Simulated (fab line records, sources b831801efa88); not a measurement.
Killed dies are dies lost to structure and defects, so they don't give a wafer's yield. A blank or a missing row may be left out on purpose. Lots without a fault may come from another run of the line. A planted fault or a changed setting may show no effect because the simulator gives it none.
fab line records | flow gf180mcu
record lots=14 wafers=42 last_day=35
route steps=602 shown M4@462 V4@480 M5@531
lots that met no fault: from a run of the same line without faults
start_h: hours from the record's first day to the start of the lot's first wafer shown | wait_h: hours since the lot's step before | " the same as in the row above | L1.1+2: a row that stands for several wafers | - no value, or no start given | * or withheld: withheld | < > ~ a bound
route shown NAME@n: a module of which the file shows steps, and the number in the route of the first | usual: mean/standard deviation of fault-free wafers | same: alike in all rows | chamber/n: place in a boat | sites: the reading at each site | _std_site: their standard deviation | _edge_site: outer sites' mean less inner sites' | radius_mm: how far each site lies from the wafer's centre | mask NAME#n: copy n | behind: the tool/chamber that last shaped the wafer | hold: why the lot was held/for how many hours/how that ended | device: the transistor (n, p or np) that didn't switch | end of line: the same wafers' tests at the end of the route | a step without rows: its recipe alone | killed: dies lost to structure and defects at the first sort, not the wafer's yield | map: a wafer's dies, x killed, . not, _ none there
set.NAME: the setting as run; set.NAME@STEP: as run at that earlier step | model.NAME: the simulator's own value behind a step, which no gauge read
steps of the route over a sample of lots; a table a step, a row a wafer
services: from which hour (start_h, from the record's first day; less than 0 if before it) a tool's chamber was out of use, for how many hours, and why
## steps
# step GF_M4_THK_MEAS_06
# recipe thk_meas_gauge=xrf reads=AlCu_of_M4_SPUTTER_02
# usual M4_ALCU_THK=457/6
# columns lot.wafer tool chamber start_h wait_h M4_ALCU_THK[nm]
L240.3 film_metro-02 - 534.63 0.1 454
L240.4 " - " " 458
L240.6 " - " " 455
L241.2 film_metro-03 - 545.22 0.1 454
L241.3 " - " " 448
L241.5 " - " " 456
L242.2 film_metro-03 - 547.12 0.1 463
L242.4 " - " " 455
L242.5 " - " " 462
L244.1 film_metro-02 - 574.19 0.1 465
L244.5 " - " " 447
L244.6 " - " " 467
L245.2 film_metro-02 - 582.03 0.1 469
L245.3 " - " " 459
L245.5 " - " " 457
L248.1 film_metro-04 - 599.24 0.1 460
L248.5 " - " " 460
L248.6 " - " " 456
L252.2 film_metro-04 - 625.54 0.1 453
L252.4 " - " " 469
L252.5 " - " " 452
L256.1 film_metro-02 - 659.34 0.1 456
L256.4 " - " " 458
L256.6 " - " " 464
L258.3 film_metro-03 - 672.33 0.1 451
L258.4 " - " " 451
L258.5 " - " " 453
L259.2 film_metro-02 - 680.76 0.1 454
L259.4 " - " " 453
L259.5 " - " " 456
L260.1 film_metro-03 - 686.02 0.1 465
L260.2 " - " " 461
L260.3 " - " " 469
L261.2 film_metro-02 - 697.48 0.1 464
L261.4 " - " " 468
L261.6 " - " " 470
L262.1 film_metro-02 - 700.12 0.1 458
L262.4 " - " " 464
L262.6 " - " " 457
L263.4 film_metro-03 - 706.30 0.1 469
L263.5 " - " " 453
L263.6 " - " " 457
# step GF_V4_CMP_04
# recipe material=SiO2 down_force_psi=4 platen_rpm=60 pad_velocity_m_s=0.94248
# usual motor_current_A=12.1/1.7 time_to_endpoint_s=82/6.8
# columns lot.wafer tool chamber start_h wait_h motor_current_A time_to_endpoint_s
L240.4 cmp-01 2 558.71 0.0 14.3 73
L240.3 " 0 " " 10.7 76
L240.6 " 3 " " 10.4 76
L241.3 cmp-01 0 568.59 0.0 9.6 78
L241.2 " 3 " " 10.9 84
L241.5 " 1 " " 11.8 87
L242.2 cmp-02 2 570.58 0.0 9.4 95
L242.4 " 3 " " 14.3 109
L242.5 " 2 " " 10.0 91
L244.1 cmp-02 0 596.12 0.1 12.6 81
L244.6 " 3 " " 14.5 91
L244.5 " 0 " " 13.2 84
L245.2 cmp-01 2 605.03 0.0 14.7 84
L245.3 " 3 " " 9.9 82
L245.5 " 3 " " 10.4 86
L248.1 cmp-02 1 621.10 0.1 11.9 78
L248.6 " 0 " " 12.6 82
L248.5 " 1 " " 11.9 85
L252.2 cmp-01 1 647.16 0.0 12.3 73
L252.4 " 0 " " 10.3 85
L252.5 " 1 " " 12.2 76
L256.4 cmp-02 0 679.27 0.0 12.6 86
L256.1 " 2 " " 9.8 83
L256.6 " 1 " " 12.2 88
L258.4 cmp-02 2 692.50 0.1 9.4 80
L258.3 " 3 " " 13.7 85
L258.5 " 1 " " 12.3 72
L259.4 cmp-02 3 701.26 0.4 13.9 92
L259.2 " 1 " " 12.3 76
L259.5 " 3 " " 14.6 94
L260.3 cmp-01 0 705.83 0.0 9.9 81
L260.2 " 1 " " 12.0 79
L260.1 " 3 " " 11.0 82
L261.2 cmp-02 0 717.19 0.1 12.9 80
L261.4 " 2 " " 9.8 86
L261.6 " 0 " " 13.1 89
L262.4 cmp-02 2 719.80 0.1 9.3 89
L262.1 " 3 " " 13.7 92
L262.6 " 0 " " 13.4 92
L263.4 cmp-01 1 725.87 0.1 12.3 87
L263.6 " 3 " " 10.6 85
L263.5 " 0 " " 10.1 82
# step GF_M5_PEB_05
# recipe peb_temp_c=135 peb_time_s=90 resist=KrF
# usual chill_plate_temp_C=22.99/0.11 exhaust_pa=45.3/0.82
# columns lot.wafer tool chamber start_h wait_h chill_plate_temp_C exhaust_pa
L240.3 litho_track-01 0 626.86 - 23.08 44.6
L240.4 " 0 " " 22.95 45.5
L240.6 " 0 " " 23.06 43.6
L241.2 litho_track-02 0 634.99 - 22.79 45.3
L241.3 " 0 " " 22.82 43.4
L241.5 " 0 " " 22.85 44.4
L242.2 litho_track-04 0 636.78 - 22.96 45.5
L242.4 " 0 " " 22.99 44.5
L242.5 " 0 " " 23.12 44.8
L244.1 litho_track-02 - 660.51 - - -
L244.5 " - " " - -
L244.6 " - " " - -
L245.2 litho_track-02 - 669.79 - - -
L245.3 " - " " - -
L245.5 " - " " - -
L248.1 litho_track-02 0 683.06 - 22.84 45.4
L248.5 " 0 " " 22.86 45.5
L248.6 " 0 " " 23.01 44.8
L252.2 litho_track-02 0 707.54 - 23.10 46.8
L252.4 " 0 " " 23.10 46.7
L252.5 " 0 " " 22.95 46.6
L256.1 litho_track-02 0 738.26 - 22.99 45.4
L256.4 " 0 " " 22.90 46.9
L256.6 " 0 " " 23.02 44.7
L258.3 litho_track-04 0 749.81 - 22.90 45.0
L258.4 " 0 " " 22.97 45.9
L258.5 " 0 " " 23.01 43.8
L259.2 litho_track-04 0 757.18 - 22.90 44.7
L259.4 " 0 " " 22.97 45.4
L259.5 " 0 " " 22.84 44.3
L260.1 litho_track-02 0 761.81 - 23.08 44.7
L260.2 " 0 " " 23.02 45.0
L260.3 " 0 " " 23.22 45.4
L261.2 litho_track-02 0 771.74 - 23.02 45.5
L261.4 " 0 " " 22.91 45.4
L261.6 " 0 " " 23.01 45.6
L262.1 litho_track-01 0 774.49 - 23.02 45.2
L262.4 " 0 " " 22.97 46.1
L262.6 " 0 " " 22.93 45.1
L263.4 litho_track-01 0 779.29 - 23.09 44.9
L263.5 " 0 " " 23.03 45.1
L263.6 " 0 " " 23.09 45.7
# step GF_M5_STRIP_11
# recipe chemistry=O2/N2 power_w=1400 pressure_mtorr=1500 platen_temp_c=250 o2_flow_sccm=3000 n2_flow_sccm=300 overash_fraction=0.5
# usual drypump_motor_current_A=5.8/0.4 heater_power_w=341/22 n2_flow_sccm=299.9/0.88 o2_flow_sccm=3000/8.9 oes_product_au=0.543/0.0045 platen_temp_c=250.00/0.17 strip_time_to_endpoint_s=7.53/0.041
# columns lot.wafer tool chamber start_h wait_h drypump_motor_current_A heater_power_w n2_flow_sccm o2_flow_sccm oes_product_au platen_temp_c rf_hours_counter_h strip_time_to_endpoint_s
L240.3 plasma_asher-01 1 627.58 0.1 6.5 316 299.5 2997 0.537 249.97 - 7.53
L240.4 " 0 " " 5.2 326 299.8 2993 0.547 249.98 - 7.54
L240.6 " 0 " " 5.2 329 300.6 2991 0.541 249.99 - 7.54
L241.2 plasma_asher-04 1 635.60 0.1 5.8 383 300.7 3002 0.546 250.12 86 7.55
L241.3 " 1 " " 5.8 382 301.4 3001 0.537 249.71 - 7.51
L241.5 " 0 " " 6.0 346 301.0 3016 0.549 250.15 - 7.53
L242.2 plasma_asher-01 0 637.43 0.1 5.2 332 299.9 3001 0.544 250.13 21 7.52
L242.4 " 1 " " 6.5 306 300.6 3010 0.541 250.27 - 7.40
L242.5 " 0 " " 5.2 326 297.4 3001 0.542 250.09 - 7.55
L244.1 plasma_asher-02 0 661.15 0.1 5.7 332 299.0 3004 0.545 249.95 54 7.57
L244.5 " 1 " " 5.8 338 299.6 2996 0.535 250.20 - 7.56
L244.6 " 0 " " 5.7 322 300.2 2999 0.543 249.70 - 7.55
L245.2 plasma_asher-02 0 670.40 0.1 5.7 339 298.4 2998 0.548 250.07 55 7.57
L245.3 " 1 " " 5.8 344 302.1 2981 0.543 250.11 - 7.55
L245.5 " 0 " " 5.7 331 299.0 2994 0.542 249.74 - 7.56
L248.1 plasma_asher-02 1 683.70 0.1 5.8 341 300.0 3010 0.545 249.89 56 7.56
L248.5 " 1 " " 5.8 339 300.9 3013 0.544 250.00 - 7.57
L248.6 " 0 " " 5.7 337 301.2 2992 0.544 249.86 - 7.58
L252.2 plasma_asher-04 1 708.15 0.1 5.8 380 299.6 3000 0.537 249.89 94 7.53
L252.4 " 1 " " 5.8 385 300.1 3007 0.535 249.83 - 7.54
L252.5 " 1 " " 5.8 383 300.6 2993 0.541 250.02 - 7.60
L256.1 plasma_asher-01 0 738.99 0.1 5.2 335 299.7 2993 0.536 250.29 31 7.55
L256.4 " 1 " " 6.5 310 300.6 2997 0.543 250.05 - 7.54
L256.6 " 0 " " 5.2 328 298.9 3005 0.541 250.27 - 7.51
L258.3 plasma_asher-02 1 750.42 0.1 5.8 348 299.5 2990 0.545 249.86 - 7.52
L258.4 " 0 " " 5.7 338 298.4 3003 0.537 249.91 - 7.52
L258.5 " 1 " " 5.8 348 301.2 2996 0.545 250.16 - 7.53
L259.2 plasma_asher-02 0 757.79 0.1 5.7 343 301.5 2985 0.541 249.91 64 7.61
L259.4 " 1 " " 5.8 353 300.0 2998 0.546 250.00 - 7.55
L259.5 " 0 " " 5.7 333 300.8 3004 0.546 249.98 - 7.52
L260.1 plasma_asher-01 1 762.45 0.1 6.5 307 300.5 3008 0.546 249.72 34 7.47
L260.2 " 0 " " 5.2 336 301.5 3010 0.541 250.18 34 7.49
L260.3 " 0 " " 5.2 333 299.6 3007 0.540 249.99 - 7.49
L261.2 plasma_asher-04 0 772.35 0.1 6.0 343 299.6 3010 0.549 249.97 101 7.55
L261.4 " 1 " " 5.8 388 299.6 3009 0.540 249.76 - 7.53
L261.6 " 1 " " 5.8 392 300.0 3004 0.546 250.16 - 7.59
L262.1 plasma_asher-02 1 775.13 0.1 5.7 338 298.6 2993 0.548 249.78 66 7.51
L262.4 " 1 " " 5.8 347 298.8 3003 0.546 250.16 - 7.55
L262.6 " 1 " " 5.7 345 297.6 2987 0.557 249.94 - 7.55
L263.4 plasma_asher-02 0 779.86 0.1 5.7 330 299.0 3011 0.544 250.00 - 7.52
L263.5 " 0 " " 5.7 335 300.0 3017 0.548 250.01 - 7.54
L263.6 " 1 " " 5.7 344 300.9 2994 0.538 249.72 - 7.49
## services
# columns tool chamber start_h hours kind
cmp-01 - 560.13 3.6 repair
plasma_asher-02 - 565.63 14.6 pm
cmp-02 - 572.17 4.0 pm
cmp-02 - 576.17 - consumable_replace:conditioner
cmp-02 - 576.17 - consumable_replace:pad
cmp-02 - 610.01 0.2 repair
plasma_asher-01 - 616.97 3.4 repair
cmp-01 - 621.00 0.9 repair
cmp-02 - 641.22 12.4 pm
cmp-02 - 668.84 3.5 pm
cmp-01 - 672.35 6.1 pm
cmp-02 - 700.25 1.0 repair
plasma_asher-02 - 701.73 2.2 repair
cmp-01 - 708.18 0.3 repair
cmp-01 - 709.09 0.5 repair
litho_track-02 - 715.67 - consumable_replace:filter
cmp-01 - 734.83 1.0 repair
cmp-01 - 738.19 1.2 repair
cmp-01 - 750.17 0.5 repair
cmp-01 - 751.47 4.0 pm
cmp-01 - 755.47 - consumable_replace:conditioner
cmp-01 - 755.47 - consumable_replace:pad
cmp-02 - 765.79 0.2 repair
## key
first_sign step=GF_M5_PEB_05 reading=tool_record direction=missing
effect none on later readings
met_at GF_M5_PEB_05
struck_lots L244,L245
later_rows_left_out L244.1,L244.5,L244.6,L245.2,L245.3,L245.5
sort_left_out L244.1,L244.5,L244.6,L245.2,L245.3,L245.5
not_acting_at GF_M4_THK_MEAS_06,GF_V4_CMP_04,GF_M5_STRIP_11
onset_between 634.99 660.51
fault kind=skipped_step_whole tool=litho_track-02 chamber=- onset_h=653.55 steps=GF_M5_PEB_05 scope=struck_lots_only
# sort_left_out: the simulated sort isn't trusted on such a fault, so these wafers' sort isn't shown, and their yield isn't known
# later_rows_left_out: the simulator's readings of these wafers behind a module that went badly wrong aren't trusted and aren't shown, but for the sort
